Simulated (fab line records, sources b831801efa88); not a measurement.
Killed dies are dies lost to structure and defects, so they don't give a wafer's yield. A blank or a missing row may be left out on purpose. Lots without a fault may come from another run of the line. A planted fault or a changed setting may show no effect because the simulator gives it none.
fab line records | flow sky130
record lots=5 wafers=14 last_day=50
route steps=708 shown METAL4@633 VIA4@639 PAD_OPEN@708
lots that met no fault: from a run of the same line without faults
start_h: hours from the record's first day to the start of the lot's first wafer shown | wait_h: hours since the lot's step before | " the same as in the row above | L1.1+2: a row that stands for several wafers | - no value, or no start given | * or withheld: withheld | < > ~ a bound
route shown NAME@n: a module of which the file shows steps, and the number in the route of the first | usual: mean/standard deviation of fault-free wafers | same: alike in all rows | chamber/n: place in a boat | sites: the reading at each site | _std_site: their standard deviation | _edge_site: outer sites' mean less inner sites' | radius_mm: how far each site lies from the wafer's centre | mask NAME#n: copy n | behind: the tool/chamber that last shaped the wafer | hold: why the lot was held/for how many hours/how that ended | device: the transistor (n, p or np) that didn't switch | end of line: the same wafers' tests at the end of the route | a step without rows: its recipe alone | killed: dies lost to structure and defects at the first sort, not the wafer's yield | map: a wafer's dies, x killed, . not, _ none there
set.NAME: the setting as run; set.NAME@STEP: as run at that earlier step | model.NAME: the simulator's own value behind a step, which no gauge read
lots at some steps of the route; a table a step, a row a wafer
services: from which hour (start_h, from the record's first day; less than 0 if before it) a tool's chamber was out of use, for how many hours, and why
## steps
# step SKY_METAL4_ETCH_17
# recipe target=SiO2 stop_on=TiN chemistry=C4F8/O2/Ar source_w=1500 bias_w=1200 pressure_mtorr=40 c4f8_flow_sccm=withheld O2_flow_sccm=6 Ar_flow_sccm=300 time_s=3.9 target_depth_a=150
# usual oes_product_au=0.754/0.0087
# columns lot.wafer tool chamber start_h wait_h oes_product_au rf_hours_counter_h
L158.1 rie_diel-04 0 1004.40 0.1 0.741 16
L158.5 " 0 " " 0.759 -
L158.6 " 1 " " 0.748 -
L160.2 rie_diel-04 3 1029.58 0.1 0.753 22
L160.4 " 1 " " 0.758 4
L160.6 " 1 " " 0.763 -
L171.5 rie_diel-03 1 1089.16 0.0 0.744 -
L171.6 " 2 " " 0.730 -
L176.1 rie_diel-02 1 1118.13 0.1 0.760 16
L176.2 " 0 " " 0.752 26
L176.6 " 2 " " 0.759 -
L179.2 rie_diel-04 1 1128.88 0.1 0.739 7
L179.3 " 3 " " 0.748 0
L179.4 " 0 " " 0.748 20
# step SKY_METAL4_METAL_ETCH_18
# recipe target_depth_a=8450 stop_on=SiO2 over_etch_frac=0.3 time_s=183.1 chemistry=Cl2/BCl3 resist_sidewall_deg=88 pressure_mtorr=10 icp_w=900 bias_w=48.5 Cl2_flow_sccm=60 bcl3_flow_sccm=30
# usual drypump_motor_current_A=5.7/0.37 oes_product_au=0.867/0.0067 throttle_valve_pct=22.263/0.0097
# columns lot.wafer tool chamber start_h wait_h drypump_motor_current_A oes_product_au rf_hours_counter_h throttle_valve_pct
L158.1 rie_metal-03 1 1004.42 0.0 5.4 0.860 16 22.266
L158.5 " 1 " " 5.4 0.867 - 22.252
L158.6 " 0 " " 6.3 0.873 - 22.270
L160.2 rie_metal-03 0 1029.60 0.0 6.3 0.853 21 22.257
L160.4 " 0 " " 6.3 0.870 - 22.242
L160.6 " 1 " " 5.4 0.860 - 22.269
L171.5 rie_metal-03 0 1089.29 0.1 6.3 0.869 - 22.273
L171.6 " 1 " " 5.4 0.860 - 22.252
L176.1 rie_metal-01 1 1118.15 0.0 5.7 0.878 17 22.270
L176.2 " 0 " " 5.7 0.871 14 22.268
L176.6 " 0 " " 5.6 0.874 - 22.270
L179.2 rie_metal-01 1 1128.90 0.0 5.7 0.870 18 22.256
L179.3 " 1 " " 5.7 0.878 - 22.257
L179.4 " 0 " " 5.7 0.876 - 22.270
# step SKY_METAL4_STRIP_19
# recipe chemistry=O2/N2 power_w=1400 pressure_mtorr=1500 platen_temp_c=withheld o2_flow_sccm=3000 n2_flow_sccm=300 overash_fraction=0.5
# usual drypump_motor_current_A=5.8/0.48 oes_product_au=0.506/0.0062 strip_time_to_endpoint_s=6.61/0.11
# columns lot.wafer tool chamber start_h wait_h drypump_motor_current_A oes_product_au rf_hours_counter_h strip_time_to_endpoint_s
L158.1 plasma_asher-01 0 1004.60 0.1 5.0 0.506 89 6.58
L158.5 " 1 " " 5.9 0.506 - 6.58
L158.6 " 0 " " 5.0 0.503 - 6.58
L160.2 plasma_asher-01 0 1029.77 0.1 5.0 0.507 92 6.69
L160.4 " 0 " " 5.0 0.508 - 6.71
L160.6 " 0 " " 5.0 0.509 - 6.74
L171.5 plasma_asher-03 1 1089.41 0.1 6.1 0.505 - 6.55
L171.6 " 0 " " 5.4 0.505 - 6.51
L176.1 plasma_asher-01 0 1118.33 0.1 5.0 0.508 101 6.63
L176.2 " 1 " " 5.8 0.500 101 6.59
L176.6 " 1 " " 5.8 0.503 - 6.46
L179.2 plasma_asher-03 0 1129.08 0.1 5.4 0.501 68 6.57
L179.3 " 1 " " 6.1 0.506 - 6.58
L179.4 " 0 " " 5.4 0.504 - 6.47
# step SKY_METAL4_STRIP_20
# recipe chemistry=post_etch_residue_remover time_s=1200 temp_c=72.5
# step SKY_METAL4_CLEAN_21
# recipe chemistry=IPA time_s=180 temp_c=25
# step SKY_METAL4_CLEAN_22
# recipe chemistry=O3/DIW dry=n2_spin
# step SKY_VIA4_HDPCVD_00
# recipe material=SiO2 target_thk_nm=1750 sigma_open_frac=0.3 time_s=291.7 temp_c=400 sih4_flow_sccm=60 pressure_mtorr=6
# step SKY_VIA4_THK_MEAS_01
# recipe reads=SiO2_of_VIA4_HDPCVD_00
# usual VIA4_HDPCVD_THK=1753/22
# columns lot.wafer tool chamber start_h wait_h VIA4_HDPCVD_THK[nm]
L158.1 film_metro-03 - 1005.37 0.1 1765
L158.5 " - " " 1771
L158.6 " - " " 1770
L160.2 film_metro-03 - 1030.59 0.1 1773
L160.4 " - " " 1746
L160.6 " - " " 1749
L171.5 film_metro-04 - 1090.16 0.0 1743
L171.6 " - " " 1786
L176.1 film_metro-04 - 1119.20 0.1 1762
L176.2 " - " " 1760
L176.6 " - " " 1762
L179.2 film_metro-01 - 1129.86 0.1 1739
L179.3 " - " " 1750
L179.4 " - " " 1743
# step SKY_VIA4_CMP_02
# recipe material=SiO2 down_force_psi=4 platen_rpm=60 pad_velocity_m_s=0.94248
# usual motor_current_A=11.8/0.85 platen_rpm=60.01/0.046 slurry_filter_dp_kPa=13.49/0.13
# columns lot.wafer tool chamber start_h wait_h motor_current_A platen_rpm slurry_filter_dp_kPa
L158.1 cmp-01 1 1005.43 0.1 12.5 59.98 13.27
L158.5 " 1 " " 12.2 60.04 13.67
L158.6 " 2 " " 11.5 60.04 13.66
L160.4 cmp-02 3 1030.77 0.1 10.9 60.00 13.58
L160.2 " 2 " " 11.2 60.02 13.47
L160.6 " 0 " " 13.9 60.06 13.36
L171.6 cmp-02 2 1090.52 0.3 10.5 60.04 13.34
L171.5 " 3 " " 10.4 59.90 13.52
L176.1 cmp-01 1 1119.35 0.1 12.2 59.97 13.44
L176.2 " 0 " " 11.2 60.01 13.74
L176.6 " 2 " " 11.2 60.07 13.69
L179.3 cmp-02 2 1129.91 0.0 10.8 60.04 13.36
L179.4 " 0 " " 13.6 60.05 13.54
L179.2 " 1 " " 11.4 60.03 13.39
# step SKY_VIA4_BOW_MEAS_03
# recipe mode=bow
# usual VIA4_BOW=79/8.1
# columns lot.wafer tool chamber start_h wait_h VIA4_BOW[um]
L158.1 film_metro-01 - 1005.73 0.2 62
L158.5 " - " " 69
L158.6 " - " " 65
L160.2 film_metro-04 - 1031.09 0.1 85
L160.4 " - " " 72
L160.6 " - " " 69
L171.5 film_metro-04 - 1090.70 0.1 91
L171.6 " - " " 75
L176.1 film_metro-01 - 1119.65 0.2 76
L176.2 " - " " 89
L176.6 " - " " 82
L179.2 film_metro-04 - 1130.23 0.1 65
L179.3 " - " " 71
L179.4 " - " " 86
# step SKY_VIA4_DEHYDRATE_04
# recipe temp_c=200 time_s=60
# step SKY_VIA4_HMDS_05
# recipe prime_time_s=60 prime_temp_c=120
# step SKY_VIA4_COAT_06
# recipe resist=NOVOLAK spin_rpm=3000 resist_thk_nm=1140
# columns lot.wafer tool chamber start_h wait_h model.NOVOLAK_of_VIA4_COAT_06.thk_nm
L158.1 litho_track-01 0 1017.58 0.1 1141
L158.5 " 0 " " 1134
L158.6 " 0 " " 1139
L160.2 litho_track-04 0 1042.87 0.1 1138
L160.4 " 0 " " 1135
L160.6 " 0 " " 1140
L171.5 litho_track-04 0 1101.04 0.1 1091
L171.6 " 0 " " 1140
L176.1 litho_track-03 0 1129.09 0.1 1144
L176.2 " 0 " " 1141
L176.6 " 0 " " 1143
L179.2 litho_track-03 0 1140.67 0.1 1137
L179.3+4 " 0 " " 1138
# step SKY_VIA4_SOFTBAKE_07
# recipe temp_c=90 time_s=60 resist=NOVOLAK
# step SKY_VIA4_EXPOSE_08
# recipe mask_id=VIM4 na=0.6 source_shape=conventional sigma_outer=0.6 polarization=unpolarized target_cd_nm=800 dose_mj=132
# step SKY_VIA4_PEB_09
# recipe temp_c=withheld time_s=* resist=NOVOLAK
# step SKY_VIA4_DEVELOP_10
# recipe resist=NOVOLAK developer=TMAH develop_time_s=60 dev_temp_c=23
# step SKY_VIA4_OVL_MEAS_11
# usual VIA4_OVL=-0.2/1.1
# columns lot.wafer tool chamber start_h wait_h VIA4_OVL[nm]
L158.1 overlay-01 - 1029.39 0.1 -1.2
L158.5 " - " " -1.3
L158.6 " - " " 0.5
L160.2 overlay-02 - 1054.13 0.1 -0.3
L160.4 " - " " -0.5
L160.6 " - " " 1.4
L171.5 overlay-01 - 1111.97 0.0 -0.7
L171.6 " - " " -0.1
L176.1 overlay-01 - 1139.39 0.1 -0.4
L176.2 " - " " 0.4
L176.6 " - " " 0.9
L179.2 overlay-02 - 1149.65 0.1 -0.8
L179.3 " - " " -2.0
L179.4 " - " " -1.3
# step SKY_VIA4_ETCH_12
# recipe target=SiO2 chemistry=C4F8/O2/Ar stop_on=TiN mask_material=NOVOLAK source_w=1500 bias_w=1200 pressure_mtorr=40 c4f8_flow_sccm=withheld O2_flow_sccm=6 Ar_flow_sccm=300 time_s=withheld target_depth_a=5800
# usual oes_product_au=0.925/0.0046
# columns lot.wafer tool chamber start_h wait_h oes_product_au model.NOVOLAK_of_VIA4_COAT_06.thk_nm model.VIA4.cd_nm
L158.1 rie_diel-02 0 1029.43 0.0 0.928 1010 802.5
L158.5 " 1 " " 0.922 1004 801.1
L158.6 " 0 " " 0.924 1007 800.2
L160.2 rie_diel-02 0 1054.16 0.0 0.921 1008 799.4
L160.4 " 1 " " 0.927 1002 801.6
L160.6 " 0 " " 0.928 1009 800.6
L171.5 rie_diel-04 2 1112.02 0.0 0.924 960 801.1
L171.6 " 0 " " 0.926 1009 796.4
L176.1 rie_diel-01 3 1139.43 0.0 0.924 1011 794.9
L176.2 " 2 " " 0.927 1009 797.2
L176.6 " 0 " " 0.927 1013 794.9
L179.2 rie_diel-04 1 1149.68 0.0 0.925 1010 798.1
L179.3 " 0 " " 0.933 1009 795.6
L179.4 " 2 " " 0.927 1007 796.8
# step SKY_VIA4_STRIP_13
# recipe chemistry=O2/N2 power_w=1400 pressure_mtorr=1500 platen_temp_c=withheld o2_flow_sccm=3000 n2_flow_sccm=300 overash_fraction=0.5
# usual drypump_motor_current_A=5.6/0.52 oes_product_au=0.710/0.0044 strip_time_to_endpoint_s=12.803/0.026
# columns lot.wafer tool chamber start_h wait_h drypump_motor_current_A oes_product_au rf_hours_counter_h strip_time_to_endpoint_s
L158.1 plasma_asher-01 1 1029.50 - 5.8 0.711 92 12.796
L158.5 " 0 " " 5.0 0.710 - 12.780
L158.6 " 1 " " 5.8 0.709 - 12.822
L160.2 plasma_asher-01 0 1054.24 - 5.0 0.714 94 12.831
L160.4 " 0 " " 5.0 0.709 - 12.770
L160.6 " 1 " " 5.9 0.714 - 12.796
L171.5 plasma_asher-01 0 1112.12 - 5.0 0.704 - 12.279
L171.6 " 1 " " 5.9 0.701 - 12.774
L176.1 plasma_asher-04 0 1139.50 - 6.4 0.710 38 12.809
L176.2 " 1 " " 6.1 0.710 38 12.772
L176.6 " 0 " " 6.4 0.717 - 12.830
L179.2 plasma_asher-01 1 1149.75 - 5.8 0.706 104 12.792
L179.3 " 0 " " 5.0 0.710 - 12.779
L179.4 " 1 " " 5.8 0.715 - 12.820
# step SKY_VIA4_STRIP_14
# recipe chemistry=post_etch_residue_remover time_s=1200 temp_c=72.5
# step SKY_PAD_OPEN_PROBE_99
# usual defect_limited_yield=82.7/1.9 killed_at_M0_to_M3=44/7.2 killed_at_M4_up=2.9/1.8 killed_at_contacts=24/5.2 killed_at_front_end=15/4 killed_at_other=0.2/0.49 killed_dies=85/9.1 killed_open=47/6.8 killed_short=38/5.7 sort_bin_3_pad_short=0.9/0.44 sort_bin_5_function=10.3/1.4 sort_bin_6_memory=6.2/1.1 sort_n_pass=407/9.1 sort_yield_pct=82.7/1.9
# same gross_dies=492 killed_at_back_side=0 sort_bin_4_leakage[%]=0 sort_bin_8_speed[%]=0
# columns lot.wafer tool chamber start_h wait_h defect_limited_yield[%] killed_at_M0_to_M3 killed_at_M4_up killed_at_contacts killed_at_front_end killed_at_other killed_dies killed_open killed_short sort_bin_3_pad_short[%] sort_bin_5_function[%] sort_bin_6_memory[%] sort_n_pass sort_yield_pct[%]
L160.2 prober-02 - 1123.85 0.1 83.1 46 4 24 9 0 83 49 34 1.8 8.1 6.9 409 83.1
L160.4 prober-02 - 1123.95 0.2 81.1 45 2 31 15 0 93 49 44 1.4 10.8 6.7 399 81.1
L160.6 prober-02 - 1124.05 0.2 83.5 39 2 21 19 0 81 40 41 0.6 10.6 5.3 411 83.5
L171.5 prober-01 - 1175.47 0.2 83.5 26 5 29 20 1 81 37 44 1.0 9.1 6.3 411 83.5
L179.2 prober-01 - 1207.01 0.1 84.3 41 1 25 10 0 77 45 32 0.4 8.1 7.1 415 84.3
L179.3 prober-01 - 1207.06 0.2 85.2 31 4 18 20 0 73 37 36 1.4 7.1 6.3 419 85.2
L179.4 prober-01 - 1207.11 0.2 78.5 59 4 30 12 1 106 60 46 2.0 11.8 7.7 386 78.5
# killed by level:class
L160.2 VIA1:geometric_particle:open=12 LI_CONTACT:geometric_particle:open=8 VIA2:geometric_particle:open=8 CONTACT:geometric_particle:open=7 METAL1:geometric_particle:short=6 VIA3:geometric_particle:open=5 LOCAL_INTERCONNECT:geometric_particle:short=4 VIA1:geometric_particle:short=4
L160.4 CONTACT:geometric_particle:open=15 VIA1:geometric_particle:open=7 VIA2:geometric_particle:open=7 CONTACT:geometric_particle:short=6 METAL1:geometric_particle:short=6 VIA3:geometric_particle:open=6 LOCAL_INTERCONNECT:geometric_particle:short=5 VIA1:geometric_particle:short=5
L160.6 CONTACT:geometric_particle:open=8 VIA1:geometric_particle:open=8 FIELD_ISO:geometric_particle:short=7 VIA1:geometric_particle:short=6 VIA3:geometric_particle:open=6 POLY_GATE:geometric_particle:short=5 METAL1:geometric_particle:short=5 LI_CONTACT:geometric_particle:open=4
L171.5 LOCAL_INTERCONNECT:geometric_particle:short=7 VIA1:geometric_particle:open=7 CONTACT:geometric_particle:open=7 FIELD_ISO:geometric_particle:short=6 VIA1:geometric_particle:short=6 LI_CONTACT:geometric_particle:open=5 METAL4:geometric_particle:short=4 LI_CONTACT:geometric_particle:short=4
L179.2 CONTACT:geometric_particle:open=11 VIA1:geometric_particle:open=11 VIA1:geometric_particle:short=10 LI_CONTACT:geometric_particle:open=6 LOCAL_INTERCONNECT:geometric_particle:short=6 VIA2:geometric_particle:open=6 VIA3:geometric_particle:open=5 METAL2:geometric_particle:short=4
L179.3 CONTACT:geometric_particle:open=8 POLY_GATE:geometric_particle:open=6 VIA3:geometric_particle:short=6 VIA1:geometric_particle:open=5 VIA3:geometric_particle:open=5 FIELD_ISO:geometric_particle:open=4 FIELD_ISO:geometric_particle:short=4 LI_CONTACT:geometric_particle:open=4
L179.4 CONTACT:geometric_particle:open=11 VIA3:geometric_particle:open=11 LI_CONTACT:geometric_particle:open=9 VIA2:geometric_particle:open=9 VIA1:geometric_particle:open=7 VIA2:geometric_particle:short=7 METAL1:geometric_particle:short=6 VIA1:geometric_particle:short=5
## services
# columns tool chamber start_h hours kind
cmp-02 - 982.08 4.1 repair
rie_diel-02 3 991.73 4.1 repair
cmp-02 - 1002.20 1.0 repair
rie_diel-01 - 1010.53 2.8 pm
rie_diel-03 0 1028.73 6.4 repair
rie_diel-03 2 1031.79 5.6 repair
rie_metal-03 1 1032.84 12.0 repair
cmp-02 - 1036.19 1.2 repair
rie_diel-04 3 1053.67 3.0 repair
cmp-01 - 1061.00 2.9 repair
cmp-01 - 1062.38 2.5 repair
rie_diel-02 - 1065.08 0.6 repair
rie_diel-04 - 1071.63 2.8 pm
cmp-02 - 1085.88 0.2 repair
cmp-01 - 1089.50 4.0 pm
rie_diel-04 3 1105.55 - clean
rie_diel-04 3 1105.55 23.0 scheduled_down
rie_diel-04 3 1105.55 23.0 vent_cycle
rie_metal-03 0 1106.89 - clean
cmp-01 - 1107.98 2.6 repair
plasma_asher-01 - 1122.75 2.4 repair
plasma_asher-04 - 1130.26 2.5 repair
rie_diel-04 1 1130.31 5.7 repair
rie_diel-01 0 1147.56 1.7 repair
## key
first_sign step=SKY_VIA4_STRIP_13 reading=strip_time_to_endpoint_s direction=down sigmas=20 usual=* struck=*
effect none on later readings
model_effect step=SKY_VIA4_COAT_06 value=NOVOLAK_of_VIA4_COAT_06.thk_nm without=1139 struck=1091
model_effect step=SKY_VIA4_ETCH_12 value=NOVOLAK_of_VIA4_COAT_06.thk_nm without=1007 struck=960
met_at SKY_VIA4_COAT_06
struck_wafers L171.5
onset_between 1042.87 1101.04
fault kind=process_parameter_drift tool=litho_track-04 chamber=- onset_h=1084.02 steps=SKY_VIA4_COAT_06 channel=resist_thk_nm offset=-47.499 shape=step end_h=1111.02 scope=struck_wafers_only acts_in=these_recipes_only stated=1140
